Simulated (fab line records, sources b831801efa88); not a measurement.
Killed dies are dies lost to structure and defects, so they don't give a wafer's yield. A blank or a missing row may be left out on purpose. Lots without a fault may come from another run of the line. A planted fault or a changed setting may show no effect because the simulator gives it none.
fab line records	flow sky130
record: lots: 6	wafers: 18	lastDay: 51
route steps=708 shown CONTACT@410 METAL1@434 PAD_OPEN@708
lots with no fault: from the same line, run without faults
startH: hours from the record's first day to the start of the lot's first wafer shown	waitH: hours elapsed since this lot's preceding step	" unchanged from the row above	L1.1+2: a single row standing in for several wafers	- no value, or no start was given	* or withheld: withheld	< > ~ a bound
route shown NAME@n: NAME is a module with steps in the file, n the number in the route of the first one	usual: the fault-free wafers' mean and standard deviation	same: alike in all rows	chamber/n: place in a boat	sites: each site's reading	_std_site: standard deviation across them	_edge_site: mean of outer sites minus mean of inner sites	radiusMm: how far each site lies from the wafer's centre	mask NAME#n: copy n	behind: the last tool/chamber to shape the wafer	hold: reason for holding the lot/hours on hold/outcome of the hold	device: names the non-switching transistor (n, p or np)	end of line: at the end of the route, the tests of the same wafers	a step with no rows: only its recipe	killed: dies lost to structure and defects at the first sort, not the wafer's yield	map: a wafer's dies, marking killed ones x, the rest . and places with no die _
set.NAME: the run value of the setting; set.NAME@STEP: its run value at that earlier step	model.NAME: the simulator's own value behind a step, which no gauge read
lots at some steps of the route; a table a step, a row a wafer
services: a tool's chamber out of use, with start hour (startH, from the record's first day; less than 0 if before it), hours out, and reason
== steps ==
step: SKY_CONTACT_CMP_04
recipe: material: SiO2	downForcePsi: 4	platenRpm: 60	padVelocityMS: 0.94248
usual: motorCurrentA: 12.2/1.8	timeToEndpointS: 83/3.4
lot.wafer	tool	chamber	startH	waitH	motorCurrentA	timeToEndpointS
L860.3	cmp-02	0	763.08	0.3	8.8	80
L860.2	"	3	"	"	15.1	89
L860.5	"	0	"	"	9.1	85
L861.3	cmp-02	0	763.38	0.2	9.7	77
L861.2	"	2	"	"	12.2	83
L861.1	"	3	"	"	14.1	87
L862.1	cmp-02	2	770.10	0.1	11.6	84
L862.2	"	0	"	"	9.2	79
L862.4	"	1	"	"	12.8	82
L866.1	cmp-02	1	805.14	0.1	13.1	80
L866.4	"	3	"	"	14.7	80
L866.5	"	1	"	"	12.9	83
L868.1	cmp-02	0	816.24	0.1	9.3	82
L868.3	"	3	"	"	15.0	85
L868.5	"	0	"	"	9.2	88
L878.1	cmp-02	3	890.31	0.1	14.3	83
L878.2	"	0	"	"	9.0	85
L878.4	"	2	"	"	12.3	83
step: SKY_CONTACT_BOW_MEAS_05
recipe: mode: bow
usual: CONTACT_BOW: 83/7.5
lot.wafer	tool	chamber	startH	waitH	CONTACT_BOW[um]
L860.2	filmMetro-03	-	763.40	0.1	79
L860.3	"	-	"	"	82
L860.5	"	-	"	"	75
L861.1	filmMetro-03	-	763.68	0.1	85
L861.2	"	-	"	"	90
L861.3	"	-	"	"	74
L862.1	filmMetro-04	-	770.40	0.2	90
L862.2	"	-	"	"	80
L862.4	"	-	"	"	87
L866.1	filmMetro-02	-	805.39	0.2	79
L866.4	"	-	"	"	81
L866.5	"	-	"	"	72
L868.1	filmMetro-02	-	816.54	0.2	94
L868.3	"	-	"	"	87
L868.5	"	-	"	"	78
L878.1	filmMetro-03	-	890.61	0.2	77
L878.2	"	-	"	"	86
L878.4	"	-	"	"	84
step: SKY_CONTACT_DEHYDRATE_06
recipe: tempC: 200	timeS: 60
step: SKY_CONTACT_HMDS_07
recipe: primeTimeS: 60	primeTempC: 120
step: SKY_CONTACT_COAT_08
recipe: resist: BARC	tempC: withheld	timeS: withheld	spinRpm: 3000	resistThkNm: 60
step: SKY_CONTACT_COAT_09
recipe: resist: KrF-thick	spinRpm: 3000	resistThkNm: 450
step: SKY_CONTACT_SOFTBAKE_10
recipe: tempC: 100	timeS: 90	resist: KrF-thick
step: SKY_CONTACT_EXPOSE_11
recipe: maskId: CTM1	na: 0.8	sourceShape: annular	sigmaInner: 0.55	sigmaOuter: 0.85	targetCdNm: 170	doseMj: 38
step: SKY_CONTACT_PEB_12
recipe: pebTempC: withheld	pebTimeS: withheld	resist: KrF-thick
step: SKY_CONTACT_DEVELOP_13
recipe: developTimeS: 60	resist: KrF-thick	devTempC: 19.87
step: SKY_CONTACT_CD_MEAS_14
recipe: targetCdNm: 170
usual: cdNm: 170.2/1.8
lot.wafer	tool	chamber	startH	waitH	cdNm
L860.2	cdSem-01	-	790.32	-	171.2
L860.3	"	-	"	"	172.0
L860.5	"	-	"	"	170.0
L861.1	cdSem-02	-	790.57	-	169.1
L861.2	"	-	"	"	169.9
L861.3	"	-	"	"	169.0
L862.1	cdSem-02	-	797.87	-	168.2
L862.2	"	-	"	"	168.4
L862.4	"	-	"	"	169.2
L866.1	cdSem-02	-	832.70	-	172.7
L866.4	"	-	"	"	172.4
L866.5	"	-	"	"	172.1
L868.1	cdSem-02	-	843.80	-	170.3
L868.3	"	-	"	"	170.4
L868.5	"	-	"	"	170.9
L878.1	cdSem-02	-	916.40	-	167.8
L878.2	"	-	"	"	167.9
L878.4	"	-	"	"	167.6
step: SKY_CONTACT_OVL_MEAS_15
usual: CONTACT_OVL: -1/5.2
lot.wafer	tool	chamber	startH	waitH	CONTACT_OVL[nm]
L860.2	overlay-01	-	790.43	0.1	-2
L860.3	"	-	"	"	2
L860.5	"	-	"	"	-6
L861.1	overlay-02	-	790.69	0.1	4
L861.2	"	-	"	"	-1
L861.3	"	-	"	"	-3
L862.1	overlay-01	-	797.99	0.1	-3
L862.2	"	-	"	"	3
L862.4	"	-	"	"	-1
L866.1	overlay-02	-	832.82	0.1	1
L866.4	"	-	"	"	2
L866.5	"	-	"	"	-1
L868.1	overlay-02	-	843.92	0.1	-2
L868.3	"	-	"	"	-12
L868.5	"	-	"	"	-1
L878.1	overlay-01	-	916.52	0.1	-1
L878.2	"	-	"	"	-9
L878.4	"	-	"	"	-5
step: SKY_CONTACT_ETCH_16
recipe: chemistry: N2/H2	target: BARC	ionEnergyEv: 200	sourceW: 500	biasW: 100	pressureMtorr: 30	n2FlowSccm: 100	h2FlowSccm: 200	stopOn: SiO2	timeS: 45.9	targetDepthA: 600
usual: drypumpMotorCurrentA: 5.6/0.49	oesProductAu: 0.854/0.005	throttleValvePct: 13.224/0.0084
lot.wafer	tool	chamber	startH	waitH	drypumpMotorCurrentA	oesProductAu	rfHoursCounterH	throttleValvePct
L860.2	rieDiel-02	3	790.46	0.0	6.0	0.862	1	13.225
L860.3	"	1	"	"	5.2	0.854	14	13.212
L860.5	"	1	"	"	5.3	0.855	-	13.219
L861.1	rieDiel-01	0	790.72	0.0	6.0	0.847	10	13.229
L861.2	"	2	"	"	4.8	0.855	1	13.217
L861.3	"	1	"	"	6.6	0.852	6	13.235
L862.1	rieDiel-01	1	798.02	0.0	6.6	0.857	6	13.222
L862.2	"	3	"	"	5.2	0.854	13	13.214
L862.4	"	2	"	"	4.8	0.853	2	13.226
L866.1	rieDiel-01	1	832.86	0.0	6.6	0.854	7	13.228
L866.4	"	3	"	"	5.2	0.846	15	13.225
L866.5	"	1	"	"	6.6	0.849	-	13.222
L868.1	rieDiel-01	1	843.95	0.0	6.6	0.854	7	13.214
L868.3	"	2	"	"	4.8	0.851	3	13.232
L868.5	"	3	"	"	5.3	0.854	-	13.219
L878.1	rieDiel-04	2	916.56	0.0	4.9	0.850	21	13.234
L878.2	"	0	"	"	6.3	0.853	15	13.232
L878.4	"	3	"	"	6.3	0.855	10	13.219
step: SKY_CONTACT_ETCH_17
recipe: target: SiO2	chemistry: C4F8/O2/Ar	stopOn: Si3N4	maskMaterial: KrF-thick	sourceW: 1500	biasW: 1200	pressureMtorr: 40	c4f8FlowSccm: withheld	O2_flow_sccm: 6	Ar_flow_sccm: 300	timeS: withheld	targetDepthA: 3400
step: SKY_CONTACT_ETCH_18
recipe: target: Si3N4	chemistry: CHF3/O2	stopOn: TiN	sourceW: 600	biasW: 200	pressureMtorr: 40	chf3FlowSccm: 50	O2_flow_sccm: 5	timeS: 39	targetDepthA: 750
step: SKY_CONTACT_STRIP_19
recipe: chemistry: O2/N2	powerW: 1400	pressureMtorr: 1500	platenTempC: withheld	o2FlowSccm: 3000	n2FlowSccm: 300	overashFraction: 0.5
step: SKY_CONTACT_STRIP_20
recipe: chemistry: postEtchResidueRemover	timeS: 1200	tempC: 72.5
step: SKY_CONTACT_CLEAN_21
recipe: chemistry: IPA	timeS: 180	tempC: 25
step: SKY_CONTACT_CLEAN_22
recipe: chemistry: O3/DIW	dry: n2Spin
step: SKY_CONTACT_SPUTTER_23
recipe: material: TiN	targetThkNm: 20	chamberPressurePa: 5	powerW: 4000	timeS: 80
step: SKY_CONTACT_CVD_24
recipe: material: W	targetThkNm: 340	timeS: 102.12	tempC: 400	pressureTorr: 40
step: SKY_CONTACT_RS_MEAS_25
recipe: thkMeasGauge: four-point-probe	reads: W_of_CONTACT_CVD_24+TiN_of_CONTACT_SPUTTER_23
usual: CONTACT_W_RS: 0.335/0.0049
lot.wafer	tool	chamber	startH	waitH	CONTACT_W_RS[ohm/sq]
L860.2	filmMetro-04	-	791.58	0.1	0.327
L860.3	"	-	"	"	0.330
L860.5	"	-	"	"	0.328
L861.1	filmMetro-02	-	791.71	0.1	0.344
L861.2	"	-	"	"	0.332
L861.3	"	-	"	"	0.342
L862.1	filmMetro-02	-	798.92	0.1	0.331
L862.2	"	-	"	"	0.337
L862.4	"	-	"	"	0.336
L866.1	filmMetro-04	-	833.75	0.1	0.340
L866.4	"	-	"	"	0.339
L866.5	"	-	"	"	0.343
L868.1	filmMetro-03	-	844.85	0.1	0.329
L868.3	"	-	"	"	0.340
L868.5	"	-	"	"	0.341
L878.1	filmMetro-04	-	917.46	0.1	0.339
L878.2	"	-	"	"	0.331
L878.4	"	-	"	"	0.336
step: SKY_CONTACT_THK_MEAS_26
recipe: thkMeasGauge: xrf	reads: W_of_CONTACT_CVD_24
usual: CONTACT_W_THK: 347/6.6
lot.wafer	tool	chamber	startH	waitH	CONTACT_W_THK[nm]
L860.2	filmMetro-04	-	791.69	0.1	359
L860.3	"	-	"	"	359
L860.5	"	-	"	"	358
L861.1	filmMetro-02	-	791.83	0.1	333
L861.2	"	-	"	"	343
L861.3	"	-	"	"	334
L862.1	filmMetro-02	-	799.04	0.1	346
L862.2	"	-	"	"	343
L862.4	"	-	"	"	340
L866.1	filmMetro-04	-	833.87	0.1	351
L866.4	"	-	"	"	349
L866.5	"	-	"	"	348
L868.1	filmMetro-03	-	844.97	0.1	357
L868.3	"	-	"	"	345
L868.5	"	-	"	"	342
L878.1	filmMetro-04	-	917.58	0.1	347
L878.2	"	-	"	"	357
L878.4	"	-	"	"	350
step: SKY_CONTACT_CMP_27
recipe: stopOn: SiO2	tOverpolishS: 15	downForcePsi: 3.5	platenRpm: 60	targetThkNm: 0	padVelocityMS: 0.94248
step: SKY_METAL1_SPUTTER_00
recipe: material: Ti	targetThkNm: 15	powerW: 3000	timeS: 10	chamberPressurePa: 0.4
usual: cathodeDcPowerW: 3000.0/0.51	throttleValvePct: 29.8/0.69
lot.wafer	tool	chamber	startH	waitH	cathodeDcPowerW	throttleValvePct
L860.2	pvdSputter-03	-	792.04	0.1	2999.5	29.1
L860.3	"	-	"	"	3000.4	29.8
L860.5	"	-	"	"	2999.7	30.6
L861.1	pvdSputter-04	-	792.19	0.2	3000.2	29.1
L861.2	"	-	"	"	3000.4	29.3
L861.3	"	-	"	"	3000.8	30.2
L862.1	pvdSputter-03	-	799.40	0.2	2999.9	29.7
L862.2	"	-	"	"	3000.1	29.3
L862.4	"	-	"	"	3000.3	29.4
L866.1	pvdSputter-03	-	834.23	0.1	2999.7	29.6
L866.4	"	-	"	"	2999.4	29.1
L866.5	"	-	"	"	3000.8	29.4
L868.1	pvdSputter-01	-	845.33	0.2	3000.7	29.7
L868.3	"	-	"	"	2999.0	31.9
L868.5	"	-	"	"	2999.6	29.4
L878.1	pvdSputter-03	-	917.94	0.2	2999.5	29.4
L878.2	"	-	"	"	3000.0	30.9
L878.4	"	-	"	"	3000.2	29.3
step: SKY_METAL1_SPUTTER_01
recipe: material: TiN	targetThkNm: 20	powerW: 6500	timeS: 16.7	chamberPressurePa: 0.4
usual: cathodeDcPowerW: 6500.0/1.1	throttleValvePct: 29.8/0.7
lot.wafer	tool	chamber	startH	waitH	cathodeDcPowerW	throttleValvePct
L860.2	pvdSputter-03	-	792.06	0.0	6499.1	29.3
L860.3	"	-	"	"	6499.1	29.8
L860.5	"	-	"	"	6501.8	30.9
L861.1	pvdSputter-04	-	792.21	0.0	6498.8	29.0
L861.2	"	-	"	"	6501.7	29.1
L861.3	"	-	"	"	6499.2	30.3
L862.1	pvdSputter-03	-	799.42	0.0	6500.2	29.9
L862.2	"	-	"	"	6498.7	29.4
L862.4	"	-	"	"	6500.5	28.9
L866.1	pvdSputter-03	-	834.25	0.0	6500.7	29.7
L866.4	"	-	"	"	6498.3	29.0
L866.5	"	-	"	"	6499.6	30.0
L868.1	pvdSputter-01	-	845.35	0.0	6499.7	29.7
L868.3	"	-	"	"	6500.3	31.8
L868.5	"	-	"	"	6499.1	29.5
L878.1	pvdSputter-03	-	917.96	0.0	6500.7	29.5
L878.2	"	-	"	"	6499.5	30.8
L878.4	"	-	"	"	6497.9	29.1
step: SKY_METAL1_SPUTTER_02
recipe: material: AlCu	targetThkNm: 250	powerW: 10600	timeS: 13.3	chamberPressurePa: 0.4
step: SKY_METAL1_SPUTTER_03
recipe: material: Ti	targetThkNm: 5	powerW: 3000	timeS: 3.3	chamberPressurePa: 0.408
step: SKY_METAL1_SPUTTER_04
recipe: material: TiN	targetThkNm: 70	powerW: 6500	timeS: 58.3	chamberPressurePa: 0.4
usual: cathodeDcPowerW: 6499.8/1.1	throttleValvePct: 29.8/0.67
lot.wafer	tool	chamber	startH	waitH	cathodeDcPowerW	throttleValvePct
L860.2	pvdSputter-03	-	792.13	0.0	6499.6	29.1
L860.3	"	-	"	"	6497.4	29.9
L860.5	"	-	"	"	6499.0	30.9
L861.1	pvdSputter-04	-	792.28	0.0	6499.3	29.1
L861.2	"	-	"	"	6499.2	29.1
L861.3	"	-	"	"	6499.0	30.1
L862.1	pvdSputter-03	-	799.49	0.0	6498.8	29.8
L862.2	"	-	"	"	6499.9	29.5
L862.4	"	-	"	"	6500.5	29.3
L866.1	pvdSputter-03	-	834.32	0.0	6500.1	29.6
L866.4	"	-	"	"	6501.0	29.3
L866.5	"	-	"	"	6498.8	29.7
L868.1	pvdSputter-01	-	845.42	0.0	6500.9	30.0
L868.3	"	-	"	"	6500.4	31.5
L868.5	"	-	"	"	6499.0	29.4
L878.1	pvdSputter-03	-	918.03	0.0	6498.0	29.6
L878.2	"	-	"	"	6500.7	30.7
L878.4	"	-	"	"	6498.2	29.0
step: SKY_METAL1_RS_MEAS_05
recipe: thkMeasGauge: four-point-probe	reads: TiN_of_METAL1_SPUTTER_04+Ti_of_METAL1_SPUTTER_03+AlCu_of_METAL1_SPUTTER_02+TiN_of_METAL1_SPUTTER_01+Ti_of_METAL1_SPUTTER_00
usual: METAL1_ALCU_RS: 0.1267/0.0013
lot.wafer	tool	chamber	startH	waitH	METAL1_ALCU_RS[ohm/sq]
L860.2	filmMetro-03	-	792.20	0.0	0.1262
L860.3	"	-	"	"	0.1273
L860.5	"	-	"	"	0.1264
L861.1	filmMetro-01	-	792.33	0.0	0.1264
L861.2	"	-	"	"	0.1256
L861.3	"	-	"	"	0.1269
L862.1	filmMetro-02	-	799.54	0.0	0.1255
L862.2	"	-	"	"	0.1260
L862.4	"	-	"	"	0.1256
L866.1	filmMetro-01	-	834.37	0.0	0.1240
L866.4	"	-	"	"	0.1246
L866.5	"	-	"	"	0.1245
L868.1	filmMetro-02	-	845.47	0.0	0.1254
L868.3	"	-	"	"	0.1253
L868.5	"	-	"	"	0.1257
L878.1	filmMetro-02	-	918.08	0.0	0.1274
L878.2	"	-	"	"	0.1269
L878.4	"	-	"	"	0.1261
step: SKY_METAL1_THK_MEAS_06
recipe: thkMeasGauge: xrf	reads: AlCu_of_METAL1_SPUTTER_02
usual: METAL1_ALCU_THK: 249.9/3
lot.wafer	tool	chamber	startH	waitH	METAL1_ALCU_THK[nm]
L860.2	filmMetro-03	-	792.31	0.1	250.0
L860.3	"	-	"	"	247.7
L860.5	"	-	"	"	248.5
L861.1	filmMetro-01	-	792.45	0.1	251.4
L861.2	"	-	"	"	254.2
L861.3	"	-	"	"	252.6
L862.1	filmMetro-02	-	799.66	0.1	251.6
L862.2	"	-	"	"	248.1
L862.4	"	-	"	"	252.2
L866.1	filmMetro-01	-	834.49	0.1	255.3
L866.4	"	-	"	"	255.3
L866.5	"	-	"	"	255.6
L868.1	filmMetro-02	-	845.59	0.1	250.3
L868.3	"	-	"	"	253.3
L868.5	"	-	"	"	252.3
L878.1	filmMetro-02	-	918.20	0.1	248.1
L878.2	"	-	"	"	247.7
L878.4	"	-	"	"	251.7
step: SKY_METAL1_DEHYDRATE_07
recipe: tempC: 200	timeS: 60
step: SKY_METAL1_HMDS_08
recipe: primeTimeS: 60	primeTempC: 120
step: SKY_METAL1_COAT_09
recipe: resist: BARC	tempC: withheld	timeS: withheld	spinRpm: 3000	resistThkNm: 60
step: SKY_METAL1_COAT_10
recipe: resist: KrF-thick	spinRpm: 3000	resistThkNm: 450
step: SKY_METAL1_SOFTBAKE_11
recipe: tempC: 100	timeS: 90	resist: KrF-thick
step: SKY_METAL1_EXPOSE_12
recipe: maskId: MM1	na: 0.8	sourceShape: annular	sigmaInner: 0.55	sigmaOuter: 0.85	targetCdNm: 140	doseMj: 28
step: SKY_METAL1_PEB_13
recipe: pebTempC: withheld	pebTimeS: withheld	resist: KrF-thick
step: SKY_METAL1_DEVELOP_14
recipe: developTimeS: 60	resist: KrF-thick	devTempC: 21
step: SKY_METAL1_CD_MEAS_15
recipe: targetCdNm: 140
usual: cdNm: 140.0/1.4
lot.wafer	tool	chamber	startH	waitH	cdNm
L860.2	cdSem-01	-	819.49	-	140.5
L860.3	"	-	"	"	140.3
L860.5	"	-	"	"	141.4
L861.1	cdSem-01	-	819.67	-	137.8
L861.2	"	-	"	"	138.5
L861.3	"	-	"	"	138.3
L862.1	cdSem-02	-	826.35	-	139.2
L862.2	"	-	"	"	140.2
L862.4	"	-	"	"	140.8
L866.1	cdSem-02	-	861.50	-	141.4
L866.4	"	-	"	"	139.6
L866.5	"	-	"	"	141.5
L868.1	cdSem-02	-	872.55	-	138.2
L868.3	"	-	"	"	138.3
L868.5	"	-	"	"	136.6
L878.1	cdSem-02	-	943.52	-	142.9
L878.2	"	-	"	"	141.1
L878.4	"	-	"	"	141.1
step: SKY_METAL1_OVL_MEAS_16
usual: METAL1_OVL: 3/6
lot.wafer	tool	chamber	startH	waitH	METAL1_OVL[nm]
L860.2	overlay-01	-	819.59	0.1	7
L860.3	"	-	"	"	4
L860.5	"	-	"	"	3
L861.1	overlay-02	-	819.79	0.1	1
L861.2	"	-	"	"	5
L861.3	"	-	"	"	4
L862.1	overlay-02	-	826.47	0.1	12
L862.2	"	-	"	"	9
L862.4	"	-	"	"	2
L866.1	overlay-02	-	861.62	0.1	1
L866.4	"	-	"	"	-4
L866.5	"	-	"	"	0
L868.1	overlay-02	-	872.67	0.1	5
L868.3	"	-	"	"	-3
L868.5	"	-	"	"	-6
L878.1	overlay-02	-	943.64	0.1	-11
L878.2	"	-	"	"	-3
L878.4	"	-	"	"	-7
step: SKY_METAL1_DESCUM_17
recipe: chemistry: O2	sourcePowerW: 150	biasPowerW: 0	pressureMtorr: 10	tempC: 40	timeS: 8
usual: drypumpMotorCurrentA: 5.5/0.57	oesProductAu: 1.000/0.0083
lot.wafer	tool	chamber	startH	waitH	drypumpMotorCurrentA	oesProductAu	rfHoursCounterH
L860.2	rieMetal-03	1	819.62	0.0	5.6	1.011	17
L860.3	"	1	"	"	5.6	0.999	-
L860.5	"	0	"	"	4.8	1.012	-
L861.1	rieMetal-04	1	819.82	0.0	6.5	1.005	3
L861.2	"	0	"	"	5.0	1.001	13
L861.3	"	0	"	"	5.0	0.993	-
L862.1	rieMetal-03	0	826.50	0.0	4.8	1.008	12
L862.2	"	0	"	"	4.8	1.005	-
L862.4	"	0	"	"	4.8	1.009	-
L866.1	rieMetal-04	1	861.65	0.0	6.4	1.007	6
L866.4	"	0	"	"	5.0	1.005	-
L866.5	"	0	"	"	5.0	1.002	-
L868.1	rieMetal-02	0	872.70	0.0	5.8	0.992	6
L868.3	"	1	"	"	5.1	1.000	-
L868.5	"	1	"	"	5.1	0.995	-
L878.1	rieMetal-04	0	943.67	0.0	5.0	0.994	1
L878.2	"	1	"	"	6.5	1.010	10
L878.4	"	1	"	"	6.5	1.004	-
step: SKY_PAD_OPEN_PROBE_99
usual: killed_at_M0_to_M3: 43/7.3	killed_at_M4_up: 3.4/2.1	killedAtContacts: 24/5.9	killedAtFrontEnd: 14/4	killedAtOther: 0.3/0.54	killedDies: 85/10	killedOnRim: 17/3.7	killedOpen: 46/7.7	killedShort: 38/6
same: grossDies: 492	killedAtBackSide: 0
lot.wafer	tool	chamber	startH	waitH	killed_at_M0_to_M3	killed_at_M4_up	killedAtContacts	killedAtFrontEnd	killedAtOther	killedDies	killedOnRim	killedOpen	killedShort
L860.2	prober-02	-	1127.39	0.1	41	4	31	17	0	93	22	53	40
L860.3	prober-02	-	1127.44	0.2	39	2	20	9	0	70	14	38	32
L860.5	prober-02	-	1127.54	0.2	56	1	30	20	0	107	24	53	54
L861.1	prober-01	-	1128.22	0.1	42	4	27	15	2	90	13	51	39
L861.2	prober-01	-	1128.27	0.1	36	2	12	11	0	61	15	28	33
L861.3	prober-01	-	1128.32	0.2	36	2	16	10	0	64	9	34	30
L866.1	prober-02	-	1157.77	0.1	42	1	80	13	0	136	24	44	35
L866.5	prober-02	-	1157.97	0.2	40	0	72	14	0	126	26	40	28
L868.1	prober-02	-	1164.47	0.1	45	5	84	13	0	147	33	50	36
L868.3	prober-02	-	1164.57	0.2	31	5	36	17	0	89	18	55	34
L868.5	prober-02	-	1164.67	0.2	36	1	21	16	0	74	14	43	31
L878.1	prober-02	-	1213.63	0.1	42	5	16	14	1	78	14	41	37
L878.2	prober-02	-	1213.68	0.1	32	5	18	16	1	72	16	38	33
L878.4	prober-02	-	1213.78	0.2	55	1	18	21	0	95	22	46	49
killed by level:class
L860.2 CONTACT:geometricParticle:open=11 VIA1:geometricParticle:open=11 LI_CONTACT:geometricParticle:open=7 METAL1:geometricParticle:short=7 FIELD_ISO:geometricParticle:open=6 VIA2:geometricParticle:open=6 LOCAL_INTERCONNECT:geometricParticle:short=6 VIA1:geometricParticle:short=5
L860.3 CONTACT:geometricParticle:open=9 VIA1:geometricParticle:open=7 METAL2:geometricParticle:short=6 VIA2:geometricParticle:open=6 VIA1:geometricParticle:short=5 METAL3:geometricParticle:short=4 FIELD_ISO:geometricParticle:open=3 POLY_GATE:geometricParticle:open=3
L860.5 VIA1:geometricParticle:open=14 CONTACT:geometricParticle:open=11 VIA2:geometricParticle:open=8 POLY_GATE:geometricParticle:short=7 LI_CONTACT:geometricParticle:open=7 VIA1:geometricParticle:short=7 METAL2:geometricParticle:short=7 CONTACT:geometricParticle:short=6
L861.1 CONTACT:geometricParticle:open=12 VIA1:geometricParticle:open=8 VIA3:geometricParticle:open=7 METAL3:geometricParticle:short=6 LOCAL_INTERCONNECT:geometricParticle:short=6 FIELD_ISO:geometricParticle:open=5 METAL2:geometricParticle:short=5 VIA2:geometricParticle:open=5
L861.2 VIA2:geometricParticle:open=8 VIA3:geometricParticle:open=6 POLY_GATE:geometricParticle:short=5 VIA3:geometricParticle:short=5 LI_CONTACT:geometricParticle:open=4 METAL1:geometricParticle:short=4 CONTACT:geometricParticle:short=3 VIA2:geometricParticle:short=3
L861.3 CONTACT:geometricParticle:open=7 VIA1:geometricParticle:open=7 METAL2:geometricParticle:short=6 METAL1:geometricParticle:short=5 VIA3:geometricParticle:open=5 VIA1:geometricParticle:short=5 LOCAL_INTERCONNECT:geometricParticle:short=4 VIA2:geometricParticle:open=4
L866.1 CONTACT:unspecified=57 CONTACT:geometricParticle:open=13 VIA1:geometricParticle:open=9 VIA2:geometricParticle:open=7 VIA3:geometricParticle:open=7 METAL1:geometricParticle:short=7 CONTACT:geometricParticle:short=6 FIELD_ISO:geometricParticle:short=5
L866.5 CONTACT:unspecified=57 VIA1:geometricParticle:open=13 VIA3:geometricParticle:open=6 CONTACT:geometricParticle:open=5 METAL3:geometricParticle:short=5 FIELD_ISO:geometricParticle:open=4 POLY_GATE:geometricParticle:short=4 METAL1:geometricParticle:short=4
L868.1 CONTACT:unspecified=61 LI_CONTACT:geometricParticle:open=10 VIA1:geometricParticle:open=8 CONTACT:geometricParticle:open=7 VIA2:geometricParticle:open=7 VIA3:geometricParticle:open=7 FIELD_ISO:geometricParticle:short=5 METAL1:geometricParticle:short=5
L868.3 LI_CONTACT:geometricParticle:open=13 CONTACT:geometricParticle:open=12 VIA1:geometricParticle:open=6 METAL2:geometricParticle:short=6 FIELD_ISO:geometricParticle:open=5 CONTACT:geometricParticle:short=5 VIA3:geometricParticle:open=5 POLY_GATE:geometricParticle:open=4
L868.5 VIA1:geometricParticle:open=13 LI_CONTACT:geometricParticle:open=7 FIELD_ISO:geometricParticle:open=5 CONTACT:geometricParticle:open=5 METAL1:geometricParticle:short=5 METAL2:geometricParticle:short=5 LOCAL_INTERCONNECT:geometricParticle:short=4 POLY_GATE:geometricParticle:open=3
L878.1 METAL2:geometricParticle:short=8 VIA3:geometricParticle:open=8 CONTACT:geometricParticle:open=7 POLY_GATE:geometricParticle:open=6 VIA1:geometricParticle:open=6 VIA1:geometricParticle:short=5 METAL1:geometricParticle:short=5 LOCAL_INTERCONNECT:geometricParticle:short=4
L878.2 VIA2:geometricParticle:open=7 FIELD_ISO:geometricParticle:open=6 METAL2:geometricParticle:short=6 LI_CONTACT:geometricParticle:open=5 VIA1:geometricParticle:open=5 VIA3:geometricParticle:open=5 POLY_GATE:geometricParticle:open=4 LI_CONTACT:geometricParticle:short=4
L878.4 VIA1:geometricParticle:open=9 METAL1:geometricParticle:short=8 FIELD_ISO:geometricParticle:short=8 VIA3:geometricParticle:open=8 METAL2:geometricParticle:short=7 VIA2:geometricParticle:open=7 CONTACT:geometricParticle:open=6 FIELD_ISO:geometricParticle:open=5
map L866.1 (x killed, . not)
__________..x....x.._________
________.x.x.x........_______
______xx.x..x...x....x.._____
_____xxx.x.....x.x.xx....____
____xxxxxxx.......x.......___
___xxxxxxxx......x..x...x..__
__xxxxxxxxxxx....x.....x...._
_.xxxxxxxxxx......x...x.....x
_x.xxxxxxxx..x...x......xx.x.
_...xxxxxx.........x....xx...
_xx.....x.....x.x...xx.....x.
_....x.xx.xx.x...x...........
_x..........x..x.......x...x.
_..x..x...................x.x
_...x.x.x.....x....x.....x..x
__.......x.x...x.........x.._
___..x...........x.xx......__
____........x...x.x.....xx___
_____........x...........____
______....x....x.....x.._____
________...x.........._______
__________.........._________
map L868.1 (x killed, . not)
__________x......x.._________
________xxxx.......x.._______
______xx..x.x..x...x...._____
_____xxxxx......x.x.x..x.____
____xxxxxx.x.x............___
___xxxxxxxxxx...x..xx......__
__xxxxxxxxxx..........x.x.x._
_xxxxxxxxxx.x..xxx.........x.
_xxxxxxxxx.x........xx..x....
_.xxxxxxx.x.........x........
_..xx.x.x......xx.......xxx..
_...x.....x....x....x....xxx.
_x.......x.......x..x..x...x.
_.......x.........x..........
_xx.x...x..........x.xx..x...
__..........x...x.........x._
___x.......x....x...x....x.__
____..........x..xx..x....___
_____......x.............____
______.....xx.......x.xx_____
________...x........x._______
__________.......xx._________
== services ==
tool	chamber	startH	hours	kind
cmp-02	-	744.00	4.0	pm
rieDiel-02	0	744.60	6.6	repair
rieDiel-04	1	747.27	4.4	repair
rieDiel-04	-	755.35	0.8	repair
cmp-02	-	760.24	1.0	repair
pvdSputter-03	-	774.37	1.2	repair
rieDiel-04	1	782.89	6.9	repair
rieDiel-04	-	789.58	4.3	pm
pvdSputter-03	-	796.29	2.3	repair
rieDiel-02	1	799.30	3.9	repair
cmp-02	-	808.24	0.7	repair
rieMetal-04	-	822.74	0.7	repair
rieMetal-04	0	841.09	5.7	repair
pvdSputter-04	-	853.66	4.9	repair
pvdSputter-01	-	865.90	2.4	repair
rieMetal-03	0	875.33	21.9	repair
pvdSputter-01	-	876.03	14.1	repair
pvdSputter-01	-	883.19	3.2	repair
pvdSputter-04	-	884.17	3.1	repair
rieDiel-01	1	885.17	14.6	repair
rieDiel-01	3	887.79	10.2	repair
pvdSputter-03	-	892.49	1.0	repair
rieDiel-01	1	904.28	33.7	repair
rieDiel-01	2	908.80	7.6	repair
== key ==
firstSign: step: SKY_PAD_OPEN_PROBE_99	reading: killedAtContacts	direction: up	sigmas: 9.4	usual: 24	struck: 79
effect: step: SKY_PAD_OPEN_PROBE_99	reading: killedDies	direction: up	sigmas: 5	usual: 85	struck: 136
metAt SKY_CONTACT_ETCH_16
struckWafers L866.1,L866.5,L868.1
testerLeftOut L866,L868
onsetBetween 798.02 832.86
fault: kind: chamberParticleSource	tool: rieDiel-01	chamber: 1	onsetH: 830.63	steps: SKY_CONTACT_ETCH_16	ratePerVisitCm2: 1.6533	endH: 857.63
testerLeftOut: of these lots the tester's yield and bins aren't shown, on N5 and GAA mostly nor the transistor test; their killed dies are dies lost to structure and defects alone, not to doping, threshold or leakage, so they don't give the yield
